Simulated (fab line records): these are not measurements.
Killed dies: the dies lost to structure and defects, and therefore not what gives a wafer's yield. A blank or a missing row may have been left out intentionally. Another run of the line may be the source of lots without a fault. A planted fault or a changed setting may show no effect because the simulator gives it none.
fab line records ; flow sfqLine
record lots=13; wafers=39; lastDay=89
route steps=325 shown I0@43 I1@83 M2@89 M3@125
lots with no fault: from the same line, run without faults
startH: start of the lot's first displayed wafer, in hours after the record's first day ; waitH: hours since the lot's step before ; " the same as in the row above ; L1.1+2: several wafers, shown together as one row ; - either no value or no given start ; * or withheld: withheld ; < > ~ a bound
route shown NAME@n: NAME is a module with steps in the file, n the number in the route of the first one ; usual: average and standard deviation across the fault-free wafers ; same: alike in all rows ; chamber/n: place in a boat ; sites: each site's reading ; _std_site: standard deviation across them ; _edge_site: inner sites' mean taken away from outer sites' mean ; radiusMm: for every site, how far away it sits from the centre of the wafer ; mask NAME#n: copy n ; behind: the tool/chamber that last shaped the wafer ; hold: reason for holding the lot/hours on hold/outcome of the hold ; device: names the non-switching transistor (n, p or np) ; end of line: tests run on the same wafers once the route is complete ; a step with no rows: only its recipe ; killed: dies that structure and defects cost at the first sort, which is not the same as the wafer's yield ; map: a wafer's dies, marking killed ones x, the rest . and places with no die _
set.NAME: the setting the step ran with; set.NAME@STEP: the setting that earlier step ran with ; model.NAME: the simulator's own value behind a step, which no gauge read
route steps across a sampled set of lots; one table per step, one row per wafer
services: a tool's chamber out of use, with start hour (startH, from the record's first day; less than 0 if before it), hours out, and reason
## steps
# step SFQ_TRILAYER_I0_DEP_PECVD_027
# recipe material=SiO2; tempC=150; timeS=111.11; pressureTorr=2.4; rfW=183.3; precursor=SiH4/N2O; targetThkNm=500
# usual heaterPowerW=92/13; showerheadVppV=836/47; throttleValvePct=24.8/1.4
lot.wafer;tool;chamber;startH;waitH;heaterPowerW;showerheadVppV;throttleValvePct
L159.1;pecvd-04;0;114.92;0.0;84;931;25.4
L159.2;pecvd-04;1;114.92;0.0;103;811;24.8
L159.6;pecvd-04;1;114.92;0.0;102;813;24.9
L160.1;pecvd-04;1;121.02;0.0;90;815;24.8
L160.4;pecvd-04;1;121.02;0.0;92;815;24.8
L160.5;pecvd-04;0;121.02;0.0;90;929;25.3
L161.1;pecvd-03;2;130.60;0.0;109;852;24.5
L161.4;pecvd-03;2;130.60;0.0;116;846;24.4
L161.6;pecvd-03;0;130.60;0.0;73;815;21.9
L162.1;pecvd-04;1;133.00;0.0;105;815;25.0
L162.5;pecvd-04;1;133.00;0.0;102;816;24.8
L162.6;pecvd-04;0;133.00;0.0;82;920;25.3
L163.3;pecvd-04;2;140.20;0.0;108;802;25.7
L163.4;pecvd-04;2;140.20;0.0;87;800;26.0
L163.6;pecvd-04;0;140.20;0.0;85;906;25.1
L166.4;pecvd-04;2;159.33;0.0;106;787;25.9
L166.5;pecvd-04;0;159.33;0.0;91;904;25.7
L166.6;pecvd-04;1;159.33;0.0;88;810;24.9
L169.1;pecvd-04;2;187.92;0.0;103;788;25.9
L169.4;pecvd-04;0;187.92;0.0;84;920;25.4
L169.5;pecvd-04;1;187.92;0.0;103;805;24.9
L170.2;pecvd-02;1;190.32;0.0;82;858;24.7
L170.4;pecvd-02;1;190.32;0.0;89;859;24.9
L170.6;pecvd-02;0;190.32;0.0;93;865;25.3
L178.1;pecvd-04;2;237.46;0.0;104;779;26.4
L178.2;pecvd-04;0;237.46;0.0;89;903;25.6
L178.5;pecvd-04;2;237.46;0.0;90;791;26.2
L179.1;pecvd-03;0;241.47;0.0;76;821;22.0
L179.2;pecvd-03;1;241.47;0.0;70;794;22.7
L179.5;pecvd-03;1;241.47;0.0;73;796;22.1
L180.1;pecvd-04;2;248.67;0.0;91;794;26.1
L180.3;pecvd-04;1;248.67;0.0;104;822;25.2
L180.6;pecvd-04;1;248.67;0.0;103;818;25.1
L181.1;pecvd-04;1;255.68;0.0;102;819;25.1
L181.3;pecvd-04;0;255.68;0.0;91;924;25.7
L181.4;pecvd-04;2;255.68;0.0;100;775;26.4
L182.2;pecvd-03;2;262.88;0.0;103;854;24.7
L182.4;pecvd-03;1;262.88;0.0;70;816;22.6
L182.5;pecvd-03;2;262.88;0.0;106;848;24.6
# step SFQ_I1_OVL_MEAS_913
# usual I1_OVL=-3/4.6
lot.wafer;tool;chamber;startH;waitH;I1_OVL[nm]
L159.1;overlay-01;-;352.67;0.1;0
L159.2;overlay-01;-;352.67;0.1;-1
L159.6;overlay-01;-;352.67;0.1;-6
L160.1;overlay-02;-;361.08;0.1;-5
L160.4;overlay-02;-;361.08;0.1;-1
L160.5;overlay-02;-;361.08;0.1;-3
L161.1;overlay-01;-;372.62;0.1;-2
L161.4;overlay-01;-;372.62;0.1;0
L161.6;overlay-01;-;372.62;0.1;7
L162.1;overlay-02;-;378.62;0.1;1
L162.5;overlay-02;-;378.62;0.1;-2
L162.6;overlay-02;-;378.62;0.1;-6
L163.3;overlay-02;-;387.03;0.1;-8
L163.4;overlay-02;-;387.03;0.1;-2
L163.6;overlay-02;-;387.03;0.1;3
L166.4;overlay-01;-;425.82;0.1;-3
L166.5;overlay-01;-;425.82;0.1;4
L166.6;overlay-01;-;425.82;0.1;-2
L169.1;overlay-01;-;459.40;0.1;4
L169.4;overlay-01;-;459.40;0.1;-8
L169.5;overlay-01;-;459.40;0.1;5
L170.2;overlay-02;-;466.60;0.1;3
L170.4;overlay-02;-;466.60;0.1;-1
L170.6;overlay-02;-;466.60;0.1;3
L178.1;overlay-02;-;543.83;0.1;-2
L178.2;overlay-02;-;543.83;0.1;3
L178.5;overlay-02;-;543.83;0.1;-6
L179.1;overlay-01;-;562.61;0.1;-4
L179.2;overlay-01;-;562.61;0.1;-3
L179.5;overlay-01;-;562.61;0.1;-6
L180.1;overlay-01;-;563.81;0.1;-3
L180.3;overlay-01;-;563.81;0.1;-3
L180.6;overlay-01;-;563.81;0.1;-1
L181.1;overlay-01;-;575.81;0.1;-6
L181.3;overlay-01;-;575.81;0.1;-6
L181.4;overlay-01;-;575.81;0.1;8
L182.2;overlay-02;-;584.21;0.1;-6
L182.4;overlay-02;-;584.21;0.1;-6
L182.5;overlay-02;-;584.21;0.1;-4
# step SFQ_TRILAYER_M2_DEP_SPUTTER_055
# recipe material=Nb; basePressurePa=1.33e-06; chamberPressurePa=0.1333; substrateTempC=20; resputterCathodeVoltageV=400; targetThkNm=200; powerW=2000; timeS=133.3
# usual cathodeDcPowerW=2000.0/0.34; throttleValvePct=29.3/1.2
lot.wafer;tool;chamber;startH;waitH;cathodeDcPowerW;throttleValvePct
L159.1;pvdSputter-05;-;353.66;0.0;2000.0;28.5
L159.2;pvdSputter-05;-;353.66;0.0;1999.2;29.9
L159.6;pvdSputter-05;-;353.66;0.0;2000.4;28.2
L160.1;pvdSputter-05;-;362.08;0.0;2000.8;30.6
L160.4;pvdSputter-05;-;362.08;0.0;2000.2;28.2
L160.5;pvdSputter-05;-;362.08;0.0;1999.2;30.1
L161.1;pvdSputter-03;-;373.63;0.0;1999.8;32.2
L161.4;pvdSputter-03;-;373.63;0.0;2000.5;29.8
L161.6;pvdSputter-03;-;373.63;0.0;2000.1;28.3
L162.1;pvdSputter-04;-;379.61;0.0;1999.7;29.1
L162.5;pvdSputter-04;-;379.61;0.0;2000.0;29.1
L162.6;pvdSputter-04;-;379.61;0.0;2000.1;28.6
L163.3;pvdSputter-03;-;388.01;0.0;1999.4;29.6
L163.4;pvdSputter-03;-;388.01;0.0;2000.3;32.1
L163.6;pvdSputter-03;-;388.01;0.0;2000.0;28.6
L166.4;pvdSputter-04;-;427.00;0.0;2000.6;29.3
L166.5;pvdSputter-04;-;427.00;0.0;2000.6;30.2
L166.6;pvdSputter-04;-;427.00;0.0;1999.8;29.2
L169.1;pvdSputter-03;-;460.39;0.0;1999.9;28.3
L169.4;pvdSputter-03;-;460.39;0.0;2000.2;29.3
L169.5;pvdSputter-03;-;460.39;0.0;1999.9;28.4
L170.2;pvdSputter-05;-;467.79;0.0;2000.2;30.2
L170.4;pvdSputter-05;-;467.79;0.0;2000.4;28.1
L170.6;pvdSputter-05;-;467.79;0.0;2000.1;30.3
L178.1;pvdSputter-04;-;544.82;0.0;2000.4;29.1
L178.2;pvdSputter-04;-;544.82;0.0;2000.2;28.9
L178.5;pvdSputter-04;-;544.82;0.0;1999.8;29.0
L179.1;pvdSputter-05;-;563.62;0.0;1999.9;28.1
L179.2;pvdSputter-05;-;563.62;0.0;1999.7;28.6
L179.5;pvdSputter-05;-;563.62;0.0;2000.4;28.7
L180.1;pvdSputter-03;-;564.80;0.0;2000.4;28.3
L180.3;pvdSputter-03;-;564.80;0.0;2000.0;29.6
L180.6;pvdSputter-03;-;564.80;0.0;2000.3;29.3
L181.1;pvdSputter-03;-;576.83;0.0;1999.9;29.6
L181.3;pvdSputter-03;-;576.83;0.0;2000.0;28.4
L181.4;pvdSputter-03;-;576.83;0.0;1999.9;29.2
L182.2;pvdSputter-04;-;585.20;0.0;2000.5;27.5
L182.4;pvdSputter-04;-;585.20;0.0;2000.2;28.8
L182.5;pvdSputter-04;-;585.20;0.0;2000.1;30.2
# step SFQ_TRILAYER_M3_LITHO_EXPOSE_076
# recipe maskId=M3; na=0.6; sourceShape=conventional; sigmaOuter=0.65; targetCdNm=500; doseMj=14.4
lot.wafer;tool;chamber;startH;waitH;mask
L159.1+2+6;krfScanner-02;0;670.74;-;M3#0
L160.1+4+5;krfScanner-02;0;680.34;-;M3#0
L161.1+4+6;krfScanner-02;0;689.94;-;M3#0
L162.1+5+6;krfScanner-02;0;695.94;-;M3#0
L163.3+4+6;krfScanner-02;0;704.74;-;M3#0
L166.4+5+6;krfScanner-02;0;749.34;-;M3#0
L169.1+4+5;krfScanner-01;0;778.57;-;M3#0
L170.2+4+6;krfScanner-01;0;795.58;-;M3#0
L178.1+2+5;krfScanner-02;0;874.73;-;M3#0
L179.1+2+5;krfScanner-02;0;884.33;-;M3#0
L180.1+3+6;krfScanner-02;0;887.93;-;M3#0
L181.1+3+4;krfScanner-02;0;903.53;-;M3#0
L182.2+4+5;krfScanner-02;0;912.13;-;M3#0
# step SFQ_M3_OVL_MEAS_921
# usual M3_OVL=0/5.3
lot.wafer;tool;chamber;startH;waitH;M3_OVL[nm]
L159.1;overlay-01;-;672.24;0.1;-12
L159.2;overlay-01;-;672.24;0.1;-9
L159.6;overlay-01;-;672.24;0.1;-12
L160.1;overlay-01;-;681.84;0.1;-6
L160.4;overlay-01;-;681.84;0.1;-1
L160.5;overlay-01;-;681.84;0.1;-3
L161.1;overlay-01;-;691.44;0.1;8
L161.4;overlay-01;-;691.44;0.1;8
L161.6;overlay-01;-;691.44;0.1;4
L162.1;overlay-01;-;697.44;0.1;8
L162.5;overlay-01;-;697.44;0.1;7
L162.6;overlay-01;-;697.44;0.1;7
L163.3;overlay-01;-;705.85;0.1;9
L163.4;overlay-01;-;705.85;0.1;5
L163.6;overlay-01;-;705.85;0.1;8
L166.4;overlay-02;-;750.26;0.1;-3
L166.5;overlay-02;-;750.26;0.1;-4
L166.6;overlay-02;-;750.26;0.1;-8
L169.1;overlay-01;-;780.07;0.1;54
L169.4;overlay-01;-;780.07;0.1;61
L169.5;overlay-01;-;780.07;0.1;55
L170.2;overlay-01;-;796.88;0.1;52
L170.4;overlay-01;-;796.88;0.1;54
L170.6;overlay-01;-;796.88;0.1;48
L178.1;overlay-02;-;876.23;0.1;2
L178.2;overlay-02;-;876.23;0.1;-1
L178.5;overlay-02;-;876.23;0.1;4
L179.1;overlay-01;-;885.83;0.1;3
L179.2;overlay-01;-;885.83;0.1;4
L179.5;overlay-01;-;885.83;0.1;3
L180.1;overlay-02;-;889.43;0.1;-1
L180.3;overlay-02;-;889.43;0.1;-4
L180.6;overlay-02;-;889.43;0.1;-4
L181.1;overlay-02;-;905.03;0.1;-4
L181.3;overlay-02;-;905.03;0.1;-2
L181.4;overlay-02;-;905.03;0.1;-9
L182.2;overlay-02;-;913.43;0.1;5
L182.4;overlay-02;-;913.43;0.1;-1
L182.5;overlay-02;-;913.43;0.1;-1
## services
tool;chamber;startH;hours;kind
pecvd-04;0;100.71;5.1;repair
krfScanner-02;-;134.87;0.8;pm
krfScanner-02;-;144.02;1.0;pm
krfScanner-02;-;206.46;0.2;repair
krfScanner-02;-;231.42;1.3;pm
krfScanner-02;-;239.88;10.1;repair
krfScanner-02;-;289.31;3.6;repair
krfScanner-02;-;303.71;0.8;pm
krfScanner-02;-;318.86;1.0;pm
krfScanner-02;-;360.66;4.0;pm
krfScanner-02;-;407.89;1.3;pm
krfScanner-02;-;472.79;0.8;pm
krfScanner-02;-;496.34;1.0;pm
krfScanner-02;-;583.74;1.3;pm
krfScanner-02;-;641.44;0.8;pm
krfScanner-02;-;644.59;3.6;pm
krfScanner-02;-;651.74;1.0;pm
krfScanner-02;-;661.97;0.3;repair
krfScanner-02;-;753.54;4.4;pm
krfScanner-02;-;759.24;1.3;pm
krfScanner-02;-;788.05;0.2;repair
krfScanner-02;-;809.81;0.8;pm
krfScanner-02;-;821.39;1.0;pm
krfScanner-02;-;897.57;0.4;repair
## key
firstSign step=SFQ_M3_OVL_MEAS_921; reading=M3_OVL; direction=up; sigmas=10; usual=0; struck=54
effect none on later readings
metAt SFQ_TRILAYER_M3_LITHO_EXPOSE_076
struckLots L169,L170
notActingAt SFQ_TRILAYER_I0_DEP_PECVD_027,SFQ_I1_OVL_MEAS_913,SFQ_TRILAYER_M2_DEP_SPUTTER_055
fault kind=scannerMatchingOverlay; tool=krfScanner-01; chamber=-; onsetH=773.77; steps=SFQ_TRILAYER_M3_LITHO_EXPOSE_076; offset=57.689
